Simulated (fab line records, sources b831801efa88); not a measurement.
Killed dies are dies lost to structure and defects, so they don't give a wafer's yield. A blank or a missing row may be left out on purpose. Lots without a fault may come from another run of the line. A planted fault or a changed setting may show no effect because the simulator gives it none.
One fault seen from 2 desks | flow sky130 | each desk has only its own numbers; what lay behind them comes last

THE METROLOGY DESK
What the gauges read, lot by lot, whatever tool the lot ran on: means of the sampled wafers that have a number. A lot is out of limits, marked OUT, if its mean lies more than 4 standard deviations from the usual mean; the brackets give that distance.
Columns: A = cd_nm at SKY_FIELD_ISO_CD_MEAS_13, usual 150.4 nm; B = FIELD_ISO_OXIDATION_01_THK at SKY_FIELD_ISO_THK_MEAS_23, usual 9.93 nm; C = FIELD_ISO_CVD_24_THK at SKY_FIELD_ISO_THK_MEAS_25, usual 592 nm
lot  | first seen here | A     | B     | C
L747 | day 3 11:48     | 149.0 | 9.96  | 591
L750 | day 3 22:50     | 151.2 | 10.01 | 599
L760 | day 6 02:22     | 152.7 | 10.06 | 595
L762 | day 6 12:43     | 151.0 | 10.00 | 596
L763 | day 6 18:38     | 150.4 | 9.94  | 592
This desk's finding: nothing out of limits on any of the 5 lots.

THE TOOL OWNER'S DESK: rie_si-02
The tool's own readings at SKY_FIELD_ISO_ETCH_17 (etches Si in HBr/Cl2/O2, target depth 342 nm, time 97.7 s): means of the sampled wafers that have a number, for each lot that ran on this tool. A lot is out of limits, marked OUT, if its mean lies more than 4 standard deviations from the usual mean; the brackets give that distance.
Columns: A = drypump_motor_current_A at SKY_FIELD_ISO_ETCH_17, usual 5.6 A; B = oes_product_au at SKY_FIELD_ISO_ETCH_17, usual 0.995 a.u.; C = run_length_s at SKY_FIELD_ISO_ETCH_17, usual 126.0 s; D = throttle_valve_pct at SKY_FIELD_ISO_ETCH_17, usual 25.661 %
lot  | first seen here | A   | B     | C               | D
L747 | day 3 12:04     | 5.3 | 0.992 | 125.7           | 25.670
L760 | day 6 02:40     | 5.7 | 0.994 | 110.6 (-34) OUT | 25.661
This desk's finding: out of limits on L760; first on L760, day 6 02:40 (run_length_s at SKY_FIELD_ISO_ETCH_17). In limits: L747.

PUT TOGETHER
The tool owner's desk could have raised an alarm at day 6 02:40, on L760.
The metrology desk saw nothing out of limits.
The metrology desk has L760 on record, within its limits.
Of the lots named, all ran SKY_FIELD_ISO_ETCH_17 on rie_si-02.

WHAT THE SIMULATOR HAD PUT IN
Process parameter drift: rie_si-02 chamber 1, from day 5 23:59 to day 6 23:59, at SKY_FIELD_ISO_ETCH_17. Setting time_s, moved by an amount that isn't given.
Lots struck among those shown: L760.
Hours from the fault's start to each desk's first reading out of limits: the tool owner's desk, 3.
